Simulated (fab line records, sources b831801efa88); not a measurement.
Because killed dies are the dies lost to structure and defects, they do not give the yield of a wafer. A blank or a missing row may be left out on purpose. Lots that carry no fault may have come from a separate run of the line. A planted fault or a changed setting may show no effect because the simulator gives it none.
Which tool was responsible? + flow gf180mcu + 14 lots with 42 wafers sampled at 4 steps, on a route of 602 steps

== WHAT EACH GAUGE READ, for each wafer ==
GF_M1_RS_MEAS_05: uses a four-point probe to measure. Usual: M1_ALCU_RS 0.0695 ohm/sq, standard deviation 0.00081.
| lot  | measured     | on            | M1_ALCU_RS (ohm/sq)  | flag |
|------|--------------|---------------|----------------------|------|
| L853 | day 16 12:41 | film_metro-03 | 0.0712 0.0707 0.0709 |      |
| L854 | day 16 18:15 | film_metro-02 | 0.0695 0.0692 0.0689 |      |
| L855 | day 17 08:09 | film_metro-03 | 0.0703 0.0697 0.0698 |      |
| L856 | day 17 22:13 | film_metro-03 | 0.0698 0.0706 0.0699 |      |
| L857 | day 17 23:42 | film_metro-04 | 0.0690 0.0684 0.0684 |      |
| L860 | day 19 06:36 | film_metro-03 | 0.0685 0.0686 0.0691 |      |
| L868 | day 22 03:41 | film_metro-02 | 0.0684 0.0701 0.0693 |      |
| L870 | day 22 20:39 | film_metro-03 | 0.0698 0.0705 0.0696 |      |
| L869 | day 22 21:16 | film_metro-02 | 0.0710 0.0700 0.0699 |      |
| L871 | day 23 04:54 | film_metro-03 | 0.0692 0.0695 0.0691 |      |
| L872 | day 23 15:46 | film_metro-02 | 0.0684 0.0682 0.0686 |      |
| L874 | day 24 02:29 | film_metro-04 | 0.0685 0.0698 0.0687 |      |

GF_M1_THK_MEAS_06: measures by xrf. Usual: M1_ALCU_THK 444 nm, standard deviation 5.8.
| lot  | measured     | on            | M1_ALCU_THK (nm) | flag |
|------|--------------|---------------|------------------|------|
| L853 | day 16 12:47 | film_metro-03 | 428 435 434      |      |
| L854 | day 16 18:22 | film_metro-02 | 445 443 446      |      |
| L855 | day 17 08:16 | film_metro-03 | 439 442 441      |      |
| L856 | day 17 22:20 | film_metro-03 | 441 438 442      |      |
| L857 | day 17 23:49 | film_metro-04 | 447 454 453      |      |
| L860 | day 19 06:43 | film_metro-03 | 449 446 447      |      |
| L868 | day 22 03:47 | film_metro-02 | 453 438 447      |      |
| L870 | day 22 20:46 | film_metro-03 | 440 436 443      |      |
| L869 | day 22 21:22 | film_metro-02 | 433 441 438      |      |
| L871 | day 23 05:01 | film_metro-03 | 446 443 448      |      |
| L872 | day 23 15:53 | film_metro-02 | 452 451 450      |      |
| L874 | day 24 02:35 | film_metro-04 | 449 443 448      |      |

== TOOL THAT RAN EACH LOT (tool first, then ch and the chambers of the sampled wafers, then the start) ==
| lot  | GF_CONTACT_CMP_27             | GF_M1_SPUTTER_04             |
|------|-------------------------------|------------------------------|
| L853 | cmp-02 ch 0,1, day 16 12:11   | pvd_sputter-03, day 16 12:37 |
| L854 | cmp-02 ch 0,2,3, day 16 17:43 | pvd_sputter-04, day 16 18:11 |
| L855 | cmp-01 ch 0,2,3, day 17 07:41 | pvd_sputter-03, day 17 08:07 |
| L856 | cmp-02 ch 1,2, day 17 21:41   | pvd_sputter-03, day 17 22:10 |
| L857 | cmp-02 ch 0,1, day 17 23:10   | pvd_sputter-04, day 17 23:38 |
| L858 | cmp-02 ch 0,1,2, day 18 05:14 | -                            |
| L859 | cmp-02 ch 1,2,3, day 19 01:34 | -                            |
| L860 | cmp-01 ch 0,2, day 19 06:05   | pvd_sputter-04, day 19 06:34 |
| L868 | cmp-01 ch 0,1, day 22 03:08   | pvd_sputter-01, day 22 03:37 |
| L870 | cmp-02 ch 0,2, day 22 20:10   | pvd_sputter-03, day 22 20:35 |
| L869 | cmp-02 ch 0,2,3, day 22 20:43 | pvd_sputter-01, day 22 21:11 |
| L871 | cmp-02 ch 2,3, day 23 04:23   | pvd_sputter-03, day 23 04:52 |
| L872 | cmp-02 ch 0,1,2, day 23 15:20 | pvd_sputter-04, day 23 15:43 |
| L874 | cmp-02 ch 0,1,2, day 24 02:02 | pvd_sputter-04, day 24 02:25 |
- GF_CONTACT_CMP_27: polishes, stops on SiO2, t overpolish 15 s, target thk 0 nm.
- GF_M1_SPUTTER_04: material TiN, target thk 50 nm, time 41.7 s.

== AS READ BY THE TOOLS THEMSELVES (means over the sampled wafers that have a number; for cases with no such wafer, the mark the record gives instead) ==
GF_CONTACT_CMP_27. Usual: head_pressure_psi 3.500 psi, standard deviation 0.0076; motor_current_A 11.0 A, standard deviation 1.3; overpolish_run_s 15.000 s, standard deviation 0.0095; time_to_endpoint_s 74 s, standard deviation 3.5.
| lot  | tool   | head_pressure_psi (psi) | motor_current_A (A) | overpolish_run_s (s) | time_to_endpoint_s (s) | flag |
|------|--------|-------------------------|---------------------|----------------------|------------------------|------|
| L853 | cmp-02 | 3.499                   | 9.8                 | 15.002               | 73                     |      |
| L854 | cmp-02 | 3.505                   | 11.5                | 14.994               | 69                     |      |
| L855 | cmp-01 | 3.497                   | 11.0                | 15.013               | 72                     |      |
| L856 | cmp-02 | 3.494                   | 10.1                | 15.005               | 79                     |      |
| L857 | cmp-02 | 3.494                   | 9.4                 | 14.994               | 76                     |      |
| L858 | cmp-02 | 3.504                   | 10.8                | 0.038                | 112                    | OFF  |
| L859 | cmp-02 | 3.498                   | 11.2                | 0.045                | 114                    | OFF  |
| L860 | cmp-01 | 3.492                   | 11.5                | 15.003               | 73                     |      |
| L868 | cmp-01 | 3.494                   | 10.7                | 15.001               | 79                     |      |
| L870 | cmp-02 | 3.498                   | 12.0                | 15.004               | 73                     |      |
| L869 | cmp-02 | 3.503                   | 11.8                | 15.002               | 73                     |      |
| L871 | cmp-02 | 3.501                   | 12.4                | 15.003               | 70                     |      |
| L872 | cmp-02 | 3.501                   | 10.9                | 15.003               | 76                     |      |
| L874 | cmp-02 | 3.501                   | 10.7                | 14.993               | 75                     |      |

GF_M1_SPUTTER_04. Usual: throttle_valve_pct reads 30.3 % (standard deviation 0.83).
| lot  | tool           | throttle_valve_pct (%) | flag |
|------|----------------|------------------------|------|
| L853 | pvd_sputter-03 | 30.1                   |      |
| L854 | pvd_sputter-04 | 30.0                   |      |
| L855 | pvd_sputter-03 | 30.2                   |      |
| L856 | pvd_sputter-03 | 30.4                   |      |
| L857 | pvd_sputter-04 | 29.6                   |      |
| L860 | pvd_sputter-04 | 30.8                   |      |
| L868 | pvd_sputter-01 | 30.7                   |      |
| L870 | pvd_sputter-03 | 30.9                   |      |
| L869 | pvd_sputter-01 | 30.0                   |      |
| L871 | pvd_sputter-03 | 31.2                   |      |
| L872 | pvd_sputter-04 | 31.0                   |      |
| L874 | pvd_sputter-04 | 30.2                   |      |

== THE ANSWER, worked out from the rows above alone ==
Rule: lot off if the mean of its wafers having a number is beyond 3 standard deviations from the usual mean. Also off: a lot with no number at a reading for which 4 or more lots have one. All remaining lots with rows at the step are treated as sound. First the gauges in route order, then the tools' own readings, where a lot's mean is used as printed above. The first step at which some lot is off is used, and at that step the reading that is off furthest; a lot without a number counts as furthest.
Off at GF_CONTACT_CMP_27 (overpolish_run_s): L858, L859.
A tool fits if, at that step or a process step before it, it ran every lot that is off, and no sound lot after the first of them. Not one of the candidates tried fits.

== WHAT HAD BEEN PUT IN BY THE SIMULATOR ==
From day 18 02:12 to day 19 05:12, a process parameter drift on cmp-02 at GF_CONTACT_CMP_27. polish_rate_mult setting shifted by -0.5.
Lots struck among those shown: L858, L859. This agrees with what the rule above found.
